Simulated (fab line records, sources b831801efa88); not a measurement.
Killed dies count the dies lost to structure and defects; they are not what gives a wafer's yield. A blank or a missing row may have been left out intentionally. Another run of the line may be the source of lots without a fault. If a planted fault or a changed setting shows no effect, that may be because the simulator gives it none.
The tool behind it: which one? ; flow gf180mcu ; 14 lots with 42 wafers sampled at 6 steps, on a route of 602 steps

== WHAT EACH GAUGE READ, for each wafer ==
GF_LVPWELL_OVL_MEAS_07.
lot;measured;on;LVPWELL_OVL (nm)
L839;day 4 03:13;overlay-02;2.4 0.8 3.2
L840;day 4 07:40;overlay-01;0.0 -1.5 0.0
L841;day 4 14:22;overlay-02;1.3 4.7 2.0
L842;day 4 20:16;overlay-01;1.5 1.1 -0.8
L843;day 5 01:04;overlay-02;1.2 -0.3 0.9
L844;day 5 05:40;overlay-01;-1.3 -1.1 -0.1
L845;day 5 13:43;overlay-02;3.0 0.3 0.9
L851;day 6 22:07;overlay-01;3.1 3.3 3.8
L852;day 7 02:58;overlay-01;-0.6 -0.9 0.8
L853;day 7 07:37;overlay-01;1.9 -0.9 -0.3
L858;day 8 11:43;overlay-01;-0.9 -0.6 0.1
L859;day 8 17:07;overlay-02;-0.9 0.5 -0.7
L860;day 8 22:49;overlay-02;-0.4 0.3 -0.7
L861;day 9 05:22;overlay-01;1.6 2.6 0.5

GF_DUAL_GATE_OVL_MEAS_11.
lot;measured;on;DUAL_GATE_OVL (nm)
L839;day 8 14:46;overlay-01;-1.2 -0.6 -1.1
L840;day 8 21:40;overlay-02;-0.1 0.7 2.4
L841;day 9 05:22;overlay-02;0.1 -0.6 -0.3
L842;day 9 12:28;overlay-01;0.6 -1.7 -0.5
L843;day 9 19:55;overlay-01;-0.1 -1.2 -0.8
L844;day 9 23:13;overlay-02;-0.1 -1.4 -0.8
L845;day 10 11:04;overlay-01;-0.4 -2.2 -1.0
L851;day 12 01:10;overlay-02;1.3 0.4 1.2
L852;day 12 08:16;overlay-02;-0.5 -1.2 -0.7
L853;day 12 14:15;overlay-02;-0.8 0.7 0.5
L858;day 14 01:18;overlay-02;0.4 0.0 0.9
L859;day 14 08:06;overlay-01;-0.5 -1.4 0.3
L860;day 14 15:46;overlay-01;-3.5 -2.7 -2.8
L861;day 14 22:34;overlay-02;-0.6 -1.3 -0.6

GF_HV_LDD_OVL_MEAS_20.
lot;measured;on;HV_LDD_01_OVL (nm)
L839;day 11 03:56;overlay-01;0.0 -0.3 0.0
L840;day 11 09:52;overlay-01;-1.4 -1.2 -1.4
L841;day 11 17:38;overlay-02;1.7 0.1 0.1
L842;day 12 02:11;overlay-02;2.0 0.9 1.9
L843;day 12 09:44;overlay-02;-0.8 -0.3 0.5
L844;day 12 12:32;overlay-02;2.1 0.8 0.5
L845;day 13 01:11;overlay-01;0.5 0.7 1.6
L851;day 14 19:46;overlay-02;2.1 1.1 1.4
L852;day 15 02:43;overlay-01;-1.7 0.4 -1.7
L853;day 15 10:35;overlay-01;-2.1 -1.4 -2.4
L858;day 17 00:40;overlay-02;3.1 -0.8 2.2
L859;day 17 10:14;overlay-02;1.1 2.1 1.0
L860;day 17 17:25;overlay-02;3.5 3.1 2.7
L861;day 17 23:38;overlay-02;-0.5 0.3 -0.6

GF_HV_LDD_TW_MEAS_38.
lot;measured;on;HV_LDD_3_TW
L839;day 11 23:23;filmMetro-04;1429 1422 1434
L840;day 12 05:31;filmMetro-03;1410 1414 1416
L841;day 12 13:55;filmMetro-03;1417 1427 1418
L842;day 12 22:44;filmMetro-03;1415 1417 1415
L843;day 13 06:25;filmMetro-04;1432 1431 1435
L844;day 13 09:58;filmMetro-03;1292 1294 1295
L845;day 13 22:07;filmMetro-04;1306 1308 1308
L851;day 15 18:19;filmMetro-03;1408 1407 1416
L852;day 16 01:28;filmMetro-04;1429 1423 1428
L853;day 16 10:12;filmMetro-03;1415 1424 1414
L858;day 18 00:07;filmMetro-04;1437 1426 1430
L859;day 18 10:26;filmMetro-04;1425 1426 1425
L860;day 18 18:07;filmMetro-04;1426 1429 1427
L861;day 19 00:43;filmMetro-03;1424 1425 1423

GF_HV_LDD_RS_MEAS_53: measures by four-point-probe.
lot;measured;on;HV_LDD_RS (ohm/sq)
L839;day 12 18:37;filmMetro-03;418.1 419.2 419.9
L840;day 13 01:32;filmMetro-04;416.9 418.5 418.9
L841;day 13 10:14;filmMetro-03;417.4 418.3 419.2
L842;day 13 19:29;filmMetro-04;418.1 417.8 417.3
L843;day 14 03:25;filmMetro-03;420.2 418.4 419.0
L844;day 14 07:05;filmMetro-04;438.5 439.1 440.8
L845;day 14 19:20;filmMetro-04;439.4 439.2 439.3
L851;day 16 17:12;filmMetro-04;419.4 418.7 418.8
L852;day 17 00:33;filmMetro-04;418.3 421.4 419.5
L853;day 17 09:29;filmMetro-01;419.0 417.7 417.7
L858;day 19 00:49;filmMetro-01;417.5 417.4 417.6
L859;day 19 10:59;filmMetro-04;419.0 419.4 419.7
L860;day 19 19:04;filmMetro-01;418.8 417.8 418.1
L861;day 20 01:58;filmMetro-04;419.1 419.3 418.8

== EACH LOT AND THE TOOL THAT RAN IT (in order: tool; ch and the chambers of the sampled wafers; start) ==
lot;GF_HV_LDD_IMPLANT_35
L839;implanter-02 ch 0, day 11 22:59
L840;implanter-02 ch 0, day 12 05:07
L841;implanter-02 ch 0, day 12 13:31
L842;implanter-02 ch 0, day 12 22:22
L843;implanter-02 ch 0, day 13 06:02
L844;implanter-04, day 13 09:34
L845;implanter-04, day 13 21:40
L851;implanter-04 ch 0, day 15 17:55
L852;implanter-04 ch 0, day 16 01:04
L853;implanter-04 ch 0, day 16 09:48
L858;implanter-04 ch 0, day 17 23:43
L859;implanter-02 ch 0, day 18 10:02
L860;implanter-04 ch 0, day 18 17:44
L861;implanter-01 ch 0, day 19 00:21
- GF_HV_LDD_IMPLANT_35

== AS READ BY THE TOOLS THEMSELVES (means over the sampled wafers that have a number; for cases with no such wafer, the mark the record gives instead) ==
GF_HV_LDD_IMPLANT_35.
lot;tool;beamEnergyKeV;beamOnS (s);rotationDeg (degrees)
L839;implanter-02;59.995;9.81;179.96
L840;implanter-02;59.990;10.10;179.98
L841;implanter-02;60.005;9.73;180.03
L842;implanter-02;60.004;9.99;180.02
L843;implanter-02;59.997;10.07;179.96
L844;implanter-04;-;-;-
L845;implanter-04;-;-;-
L851;implanter-04;59.980;9.87;180.01
L852;implanter-04;60.000;10.03;179.99
L853;implanter-04;59.995;9.84;179.99
L858;implanter-04;60.009;10.08;180.02
L859;implanter-02;60.008;9.78;180.04
L860;implanter-04;59.993;9.87;179.98
L861;implanter-01;59.983;9.96;180.01

== THE ANSWER, worked out from the rows above alone ==
Rule: the lots themselves supply what counts as usual. Put in order of their means at a reading, lots are off if they are a third of the lots or fewer, leave a main group of 4 or more, and stand apart from it by a gap of 3 or more times the standard deviation of the main group's means; of several such gaps the widest counts. If all means in a main group match to the digits the tables above print for the reading, that group is not used. A lot without any number at a reading at which 4 lots or more have one is off too. Any other lot the step has rows for is counted as sound. After the gauges, taken in route order, come the tools' own readings; for these a lot's mean is taken, as printed above. At the first step where some lot is off, the reading lying furthest off is the one used; lots without a number count as furthest.
Off: L844, L845, seen at GF_HV_LDD_TW_MEAS_38 (HV_LDD_3_TW). The main group: mean 1423, standard deviation 6.9.
A tool fits if, at a process step before that reading, it ran every lot that is off, and no sound lot after the first of them. Not tried: the gauges at GF_HV_LDD_TW_MEAS_38; whatever is off there is also off at GF_HV_LDD_IMPLANT_35, on other tools, and gauge error can't account for it. No candidate that was tried fits.

== WHAT THE SIMULATOR HAD PUT IN ==
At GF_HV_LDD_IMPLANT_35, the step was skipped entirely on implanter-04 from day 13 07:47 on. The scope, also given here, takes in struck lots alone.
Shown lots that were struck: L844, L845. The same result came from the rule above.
